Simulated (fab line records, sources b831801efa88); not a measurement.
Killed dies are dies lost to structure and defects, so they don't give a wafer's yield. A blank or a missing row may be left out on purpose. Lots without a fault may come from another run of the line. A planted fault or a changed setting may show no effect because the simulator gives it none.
One fault seen from 2 desks | flow sky130 | each desk has only its own numbers; what lay behind them comes last

THE TOOL OWNER'S DESK: implanter-04
The tool's own readings at SKY_LDD_HVN_IMPLANT_08: means of the sampled wafers that have a number, for each lot that ran on this tool. A lot is out of limits, marked OUT, if its mean lies more than 4 standard deviations from the usual mean; the brackets give that distance.
Columns: A = beam_energy_keV at SKY_LDD_HVN_IMPLANT_08, usual 60.000; B = end_station_pressure_torr at SKY_LDD_HVN_IMPLANT_08, usual 5.12e-06 Torr
lot  | first seen here | A                        | B
L159 | day 21 03:16    | 59.989                   | 5.14e-06
L160 | day 21 04:49    | 59.995                   | 5.19e-06
L162 | day 21 10:28    | 86.034 (+99 or more) OUT | 5.13e-06
L164 | day 21 19:32    | 86.043 (+99 or more) OUT | 5.16e-06
L175 | day 26 00:23    | 60.030                   | 5.22e-06
L181 | day 28 06:31    | 60.005                   | 5.00e-06
This desk's finding: out of limits on L162, L164; first on L162, day 21 10:28 (beam_energy_keV at SKY_LDD_HVN_IMPLANT_08). In limits: L159, L160, L175, L181.

THE METROLOGY DESK
What the gauges read, lot by lot, whatever tool the lot ran on: means of the sampled wafers that have a number. A lot is out of limits, marked OUT, if its mean lies more than 4 standard deviations from the usual mean; the brackets give that distance.
Columns: A = LDD_HVN_TW at SKY_LDD_HVN_TW_MEAS_10, usual 1444
lot  | first seen here | A
L159 | day 21 03:29    | 1442
L160 | day 21 05:02    | 1443
L162 | day 21 10:43    | 1575 (+18) OUT
L164 | day 21 19:47    | 1577 (+19) OUT
L165 | day 23 04:24    | 1439
L169 | day 24 12:14    | 1445
L171 | day 24 20:58    | 1447
L172 | day 24 22:50    | 1447
L175 | day 26 00:38    | 1446
L174 | day 26 03:53    | 1442
L178 | day 27 00:32    | 1454
L179 | day 27 10:09    | 1430
L182 | day 28 04:02    | 1436
L181 | day 28 06:46    | 1441
This desk's finding: out of limits on L162, L164; first on L162, day 21 10:43 (LDD_HVN_TW at SKY_LDD_HVN_TW_MEAS_10). In limits: L159, L160, L165, L169, L171, L172, L175, L174, L178, L179, L182, L181.

PUT TOGETHER
The tool owner's desk could have raised an alarm at day 21 10:28, on L162, L164.
The metrology desk could have raised an alarm at day 21 10:43, on L162, L164.
Of the lots named, all ran SKY_LDD_HVN_IMPLANT_08 on implanter-04.

WHAT THE SIMULATOR HAD PUT IN
Process parameter drift: implanter-04, from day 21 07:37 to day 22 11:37, at SKY_LDD_HVN_IMPLANT_08. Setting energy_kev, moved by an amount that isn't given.
Lots struck among those shown: L162, L164.
Hours from the fault's start to each desk's first reading out of limits: the tool owner's desk, 3; the metrology desk, 3.
